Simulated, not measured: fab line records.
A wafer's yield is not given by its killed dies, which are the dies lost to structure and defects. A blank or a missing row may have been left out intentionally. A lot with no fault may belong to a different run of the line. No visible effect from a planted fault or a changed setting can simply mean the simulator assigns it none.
Chamber matching :: flow gf180mcu :: 4 sister chambers for GF_V1_CMP_26 on cmp-01
The step polishes, stops on SiO2, t overpolish 15 s, target thk 0 nm. 27 wafers are shown with their chamber, then 12 later ones without.

== WAFERS PAIRED WITH THEIR CHAMBERS ==
wafer: L076.2
chamber: 3
motor current A (A): 9.3
time to endpoint s (s): 87
overpolish run s (s): 14.999

wafer: L076.5
chamber: 3
motor current A (A): 9.2
time to endpoint s (s): 88
overpolish run s (s): 15.004

wafer: L076.6
chamber: 0
motor current A (A): 12.3
time to endpoint s (s): 90
overpolish run s (s): 15.006

wafer: L077.1
chamber: 1
motor current A (A): 11.9
time to endpoint s (s): 88
overpolish run s (s): 14.988

wafer: L077.4
chamber: 2
motor current A (A): 9.1
time to endpoint s (s): 88
overpolish run s (s): 14.982

wafer: L077.6
chamber: 1
motor current A (A): 11.6
time to endpoint s (s): 90
overpolish run s (s): 15.009

wafer: L080.2
chamber: 2
motor current A (A): 8.8
time to endpoint s (s): 86
overpolish run s (s): 15.008

wafer: L080.3
chamber: 0
motor current A (A): 12.2
time to endpoint s (s): 87
overpolish run s (s): 14.988

wafer: L080.6
chamber: 3
motor current A (A): 9.7
time to endpoint s (s): 84
overpolish run s (s): 14.997

wafer: L083.4
chamber: 3
motor current A (A): 9.0
time to endpoint s (s): 85
overpolish run s (s): 14.993

wafer: L083.5
chamber: 0
motor current A (A): 12.5
time to endpoint s (s): 86
overpolish run s (s): 14.989

wafer: L083.6
chamber: 1
motor current A (A): 12.2
time to endpoint s (s): 86
overpolish run s (s): 15.011

wafer: L085.3
chamber: 0
motor current A (A): 12.3
time to endpoint s (s): 93
overpolish run s (s): 14.989

wafer: L085.4
chamber: 2
motor current A (A): 9.2
time to endpoint s (s): 87
overpolish run s (s): 14.998

wafer: L085.5
chamber: 1
motor current A (A): 11.7
time to endpoint s (s): 91
overpolish run s (s): 14.995

wafer: L087.1
chamber: 0
motor current A (A): 12.8
time to endpoint s (s): 96
overpolish run s (s): 15.003

wafer: L087.3
chamber: 3
motor current A (A): 9.6
time to endpoint s (s): 89
overpolish run s (s): 15.022

wafer: L087.4
chamber: 1
motor current A (A): 11.3
time to endpoint s (s): 93
overpolish run s (s): 15.011

wafer: L089.1
chamber: 2
motor current A (A): 9.5
time to endpoint s (s): 92
overpolish run s (s): 15.010

wafer: L089.4
chamber: 1
motor current A (A): 11.9
time to endpoint s (s): 91
overpolish run s (s): 14.989

wafer: L089.6
chamber: 3
motor current A (A): 9.5
time to endpoint s (s): 92
overpolish run s (s): 14.992

wafer: L088.4
chamber: 1
motor current A (A): 11.5
time to endpoint s (s): 90
overpolish run s (s): 15.008

wafer: L088.5
chamber: 2
motor current A (A): 9.6
time to endpoint s (s): 91
overpolish run s (s): 14.997

wafer: L088.6
chamber: 3
motor current A (A): 9.0
time to endpoint s (s): 92
overpolish run s (s): 15.005

wafer: L090.3
chamber: 2
motor current A (A): 9.1
time to endpoint s (s): 93
overpolish run s (s): 15.002

wafer: L090.4
chamber: 1
motor current A (A): 11.7
time to endpoint s (s): 89
overpolish run s (s): 14.986

wafer: L090.6
chamber: 1
motor current A (A): 11.9
time to endpoint s (s): 91
overpolish run s (s): 14.989

SIGNATURES (means of the wafers above)
reading: motor current A
chamber 0: 12.420
chamber 1: 11.744
chamber 2: 9.217
chamber 3: 9.329
scatter within a chamber: 0.271

reading: time to endpoint s
chamber 0: 90.40
chamber 1: 89.89
chamber 2: 89.50
chamber 3: 88.14
scatter within a chamber: 2.97

reading: overpolish run s
chamber 0: 14.99500
chamber 1: 14.99844
chamber 2: 14.99950
chamber 3: 15.00171
scatter within a chamber: 0.0102
Rule: distance of a wafer from a chamber = root of the sum over the readings of ((wafer's reading minus chamber's mean) / reading's scatter) squared. The wafer belongs to the nearest chamber; if the next one is less than 2 further off, it can't be placed. The scatter: take each reading less its chamber's mean, square it, sum over the shown wafers, divide by the number of wafers less the number of chambers, and take the root.

== WAFERS WITH NO CHAMBER GIVEN ==
wafer: L091.1
motor current A (A): 8.7
time to endpoint s (s): 88
overpolish run s (s): 14.997

wafer: L091.2
motor current A (A): 11.7
time to endpoint s (s): 84
overpolish run s (s): 14.997

wafer: L091.6
motor current A (A): 9.1
time to endpoint s (s): 90
overpolish run s (s): 15.000

wafer: L092.2
motor current A (A): 12.6
time to endpoint s (s): 90
overpolish run s (s): 14.996

wafer: L092.4
motor current A (A): 11.9
time to endpoint s (s): 92
overpolish run s (s): 14.996

wafer: L092.6
motor current A (A): 8.8
time to endpoint s (s): 91
overpolish run s (s): 15.001

wafer: L095.1
motor current A (A): 12.0
time to endpoint s (s): 90
overpolish run s (s): 15.012

wafer: L095.2
motor current A (A): 8.8
time to endpoint s (s): 93
overpolish run s (s): 15.002

wafer: L095.3
motor current A (A): 11.5
time to endpoint s (s): 90
overpolish run s (s): 15.006

wafer: L096.1
motor current A (A): 12.7
time to endpoint s (s): 93
overpolish run s (s): 14.992

wafer: L096.3
motor current A (A): 8.6
time to endpoint s (s): 93
overpolish run s (s): 14.990

wafer: L096.6
motor current A (A): 11.7
time to endpoint s (s): 94
overpolish run s (s): 15.000

== WHICH CHAMBER EACH ONE RAN IN ==
wafer: L091.1
from the rows above: can't be placed: 2 or 3
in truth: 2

wafer: L091.2
from the rows above: can't be placed: 1 or 0
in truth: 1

wafer: L091.6
from the rows above: can't be placed: 2 or 3
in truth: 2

wafer: L092.2
from the rows above: 0
in truth: 0

wafer: L092.4
from the rows above: can't be placed: 1 or 0
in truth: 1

wafer: L092.6
from the rows above: can't be placed: 2 or 3
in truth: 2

wafer: L095.1
from the rows above: can't be placed: 1 or 0
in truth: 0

wafer: L095.2
from the rows above: can't be placed: 2 or 3
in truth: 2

wafer: L095.3
from the rows above: 1
in truth: 1

wafer: L096.1
from the rows above: 0
in truth: 0

wafer: L096.3
from the rows above: can't be placed: 2 or 3
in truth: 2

wafer: L096.6
from the rows above: can't be placed: 1 or 0
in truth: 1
Correctly placed: 3 of 12. Can't be placed from these rows: 9 (the true chamber is among the candidates in 9). Wrongly placed: 0.
